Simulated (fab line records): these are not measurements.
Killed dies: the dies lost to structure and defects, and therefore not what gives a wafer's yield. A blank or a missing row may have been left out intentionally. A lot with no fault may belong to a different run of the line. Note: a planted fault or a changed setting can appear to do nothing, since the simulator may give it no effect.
Which tool was responsible? | flow sky130 | 12 lots, 36 wafers sampled, at 6 steps of a route of 708

## WHAT EACH GAUGE READ, for each wafer
SKY_POLY_CUT_CD_MEAS_08: the cd target is 270 nm. Usual: 269.7 nm for cd nm, sd 1.5.
lot  | measured     | on        | cd nm (nm)        | flag
L851 | day 25 08:50 | cd sem-02 | 268.9 269.7 269.2 |
L853 | day 26 00:59 | cd sem-02 | 267.0 269.9 269.0 |
L854 | day 26 08:13 | cd sem-01 | 270.9 271.3 270.9 |
L855 | day 26 09:45 | cd sem-01 | 267.2 269.2 269.3 |
L858 | day 27 15:02 | cd sem-01 | 270.8 270.3 271.8 |
L859 | day 27 21:19 | cd sem-01 | 268.5 268.9 268.4 |
L860 | day 28 02:29 | cd sem-01 | 266.9 269.4 268.5 |
L866 | day 30 04:39 | cd sem-02 | 270.2 269.4 269.6 |
L868 | day 30 10:55 | cd sem-02 | 267.5 266.4 268.4 |
L869 | day 30 23:40 | cd sem-01 | 269.0 267.4 267.7 |
L872 | day 31 23:20 | cd sem-02 | 266.8 269.1 268.1 |
L873 | day 32 02:05 | cd sem-02 | 268.9 270.5 269.0 |

SKY_SD_P_TW_MEAS_11. Usual: SD_P_TW gives 2839 (standard deviation 15).
lot  | measured     | on            | SD_P_TW        | flag
L851 | day 26 14:44 | film metro-03 | 2830 2832 2843 |
L853 | day 27 06:46 | film metro-01 | 2849 2857 2850 |
L854 | day 27 13:35 | film metro-02 | 2831 2845 2849 |
L855 | day 27 15:06 | film metro-03 | 2835 2844 2855 |
L858 | day 28 19:53 | film metro-02 | 2829 2829 2830 |
L859 | day 29 01:27 | film metro-02 | 2844 2836 2834 |
L860 | day 29 06:29 | film metro-03 | 2811 2806 2829 |
L866 | day 31 08:53 | film metro-01 | 2838 2840 2832 |
L868 | day 31 14:26 | film metro-01 | 2848 2863 2849 |
L869 | day 32 03:06 | film metro-02 | 2824 2826 2827 |
L872 | day 33 02:24 | film metro-03 | 2853 2830 2826 |
L873 | day 33 05:35 | film metro-02 | 2832 2836 2823 |

SKY_SD_N_OVL_MEAS_08. Usual: SD_N_OVL gives -0.3 nm (standard deviation 1.3).
lot  | measured     | on         | SD_N_OVL (nm)  | flag
L851 | day 28 23:41 | overlay-01 | 2.6 0.2 -0.1   |
L853 | day 29 15:05 | overlay-01 | -2.5 -0.7 -1.5 |
L854 | day 29 21:02 | overlay-02 | 1.2 -0.7 -0.6  |
L855 | day 29 22:50 | overlay-02 | 0.3 -0.5 0.7   |
L858 | day 31 03:50 | overlay-01 | 0.7 -0.1 -1.2  |
L859 | day 31 09:11 | overlay-01 | -0.1 0.9 -0.8  |
L860 | day 31 13:45 | overlay-02 | 2.1 1.1 3.1    |
L866 | day 33 15:59 | overlay-01 | -1.4 -1.2 2.6  |
L868 | day 33 20:41 | overlay-01 | 0.7 0.6 0.5    |
L869 | day 34 08:31 | overlay-02 | 2.1 3.2 1.5    |
L872 | day 35 06:54 | overlay-01 | -1.7 -1.7 0.2  |
L873 | day 35 09:59 | overlay-02 | -1.7 -1.8 0.3  |

SKY_SD_N_RS_MEAS_16: uses a four-point probe to measure. Usual: SD_N_RS gives 68.61 ohm/sq (standard deviation 0.12).
lot  | measured     | on            | SD_N_RS (ohm/sq)  | flag
L851 | day 29 00:25 | film metro-02 | 68.58 68.59 68.69 |
L853 | day 29 15:48 | film metro-02 | 68.60 68.48 68.69 |
L854 | day 29 21:46 | film metro-02 | 68.75 68.68 68.73 |
L855 | day 29 23:36 | film metro-02 | 68.78 68.60 68.76 |
L858 | day 31 04:33 | film metro-02 | 68.79 68.84 68.78 |
L859 | day 31 09:55 | film metro-02 | 68.63 68.38 68.65 |
L860 | day 31 14:29 | film metro-02 | 68.46 68.68 68.57 |
L866 | day 33 16:42 | film metro-02 | 68.61 68.53 68.71 |
L868 | day 33 21:25 | film metro-02 | 69.12 69.11 69.07 | OFF
L869 | day 34 09:14 | film metro-03 | 68.97 68.94 69.06 | OFF
L872 | day 35 07:42 | film metro-02 | 68.69 68.57 68.71 |
L873 | day 35 10:42 | film metro-03 | 68.34 68.31 68.60 |

## WHICH TOOL RAN EACH LOT (tool, then ch and the chambers of the sampled wafers, then the start)
lot  | SKY_SD_N_IMPLANT_09             | SKY_SD_N_STRIP_11
L851 | implanter-02 ch 0, day 28 23:44 | plasma asher-04 ch 0,1, day 29 00:01
L853 | implanter-02 ch 0, day 29 15:07 | plasma asher-03 ch 0,1, day 29 15:25
L854 | implanter-03 ch 0, day 29 21:05 | plasma asher-01 ch 0,1, day 29 21:22
L855 | implanter-02 ch 0, day 29 22:52 | plasma asher-01 ch 0,1, day 29 23:10
L858 | implanter-03 ch 0, day 31 03:52 | plasma asher-04 ch 0,1, day 31 04:10
L859 | implanter-03 ch 0, day 31 09:14 | plasma asher-03 ch 0,1, day 31 09:31
L860 | implanter-01 ch 0, day 31 13:49 | plasma asher-03 ch 0,1, day 31 14:06
L866 | implanter-02 ch 0, day 33 16:01 | plasma asher-04 ch 0,1, day 33 16:19
L868 | implanter-03 ch 0, day 33 20:43 | plasma asher-04 ch 0,1, day 33 21:01
L869 | implanter-03 ch 0, day 34 08:34 | plasma asher-04 ch 0,1, day 34 08:50
L872 | implanter-02 ch 0, day 35 06:58 | plasma asher-03 ch 0,1, day 35 07:15
L873 | implanter-02 ch 0, day 35 10:01 | plasma asher-03 ch 0,1, day 35 10:19
- SKY_SD_N_IMPLANT_09
- SKY_SD_N_STRIP_11: strips in O2/N2.

## WHAT THE TOOLS THEMSELVES READ (means of the sampled wafers that have a number; where no wafer has one, the mark that the record gives instead)
SKY_SD_N_STRIP_11. Usual: drypump motor current A 5.8 A, standard deviation 0.54; n2 flow sccm 300.2 sccm, standard deviation 0.79; oes product au 0.527 a.u., standard deviation 0.0049; strip time to endpoint s 22.56 s, standard deviation 0.041.
lot  | tool            | drypump motor current A (A) | n2 flow sccm (sccm) | oes product au (a.u.) | strip time to endpoint s (s) | flag
L851 | plasma asher-04 | 5.8                         | 300.8               | 0.526                 | 22.55                        |
L853 | plasma asher-03 | 5.4                         | 300.4               | 0.529                 | 22.56                        |
L854 | plasma asher-01 | 6.1                         | 300.5               | 0.529                 | 22.57                        |
L855 | plasma asher-01 | 5.9                         | 300.8               | 0.526                 | 22.51                        |
L858 | plasma asher-04 | 5.9                         | 300.1               | 0.518                 | 22.51                        |
L859 | plasma asher-03 | 5.8                         | 300.9               | 0.527                 | 22.54                        |
L860 | plasma asher-03 | 5.4                         | 300.3               | 0.524                 | 22.56                        |
L866 | plasma asher-04 | 5.8                         | 299.9               | 0.530                 | 22.54                        |
L868 | plasma asher-04 | 5.8                         | 301.1               | 0.530                 | 22.42                        | OFF
L869 | plasma asher-04 | 5.9                         | 299.9               | 0.530                 | 22.41                        | OFF
L872 | plasma asher-03 | 5.4                         | 299.9               | 0.523                 | 22.48                        |
L873 | plasma asher-03 | 5.4                         | 301.0               | 0.531                 | 22.63                        |

## THE ANSWER, worked out from the rows above alone
Rule: lot off if the mean of its wafers having a number is beyond 3 standard deviations from the usual mean. A lot without any number at a reading at which 4 lots or more have one is off too. The other lots that the step has rows for count as sound. After the gauges, taken in route order, come the tools' own readings; for these a lot's mean is taken, as printed above. The first step at which some lot is off is used, and at that step the reading that is off furthest; a lot without a number counts as furthest.
Off: L868, L869, at SKY_SD_N_RS_MEAS_16 (SD_N_RS).
A tool fits if, at a process step before that reading, it ran every lot that is off, and no sound lot after the first of them. The gauges at SKY_SD_N_RS_MEAS_16 aren't tried: what is off there is off at SKY_SD_N_STRIP_11 too, on other tools, and a gauge's error can't cause that. This does not decide it: 2 tools fit, namely implanter-03 at SKY_SD_N_IMPLANT_09 and plasma asher-04 at SKY_SD_N_STRIP_11.

## WHAT WAS PUT IN BY THE SIMULATOR
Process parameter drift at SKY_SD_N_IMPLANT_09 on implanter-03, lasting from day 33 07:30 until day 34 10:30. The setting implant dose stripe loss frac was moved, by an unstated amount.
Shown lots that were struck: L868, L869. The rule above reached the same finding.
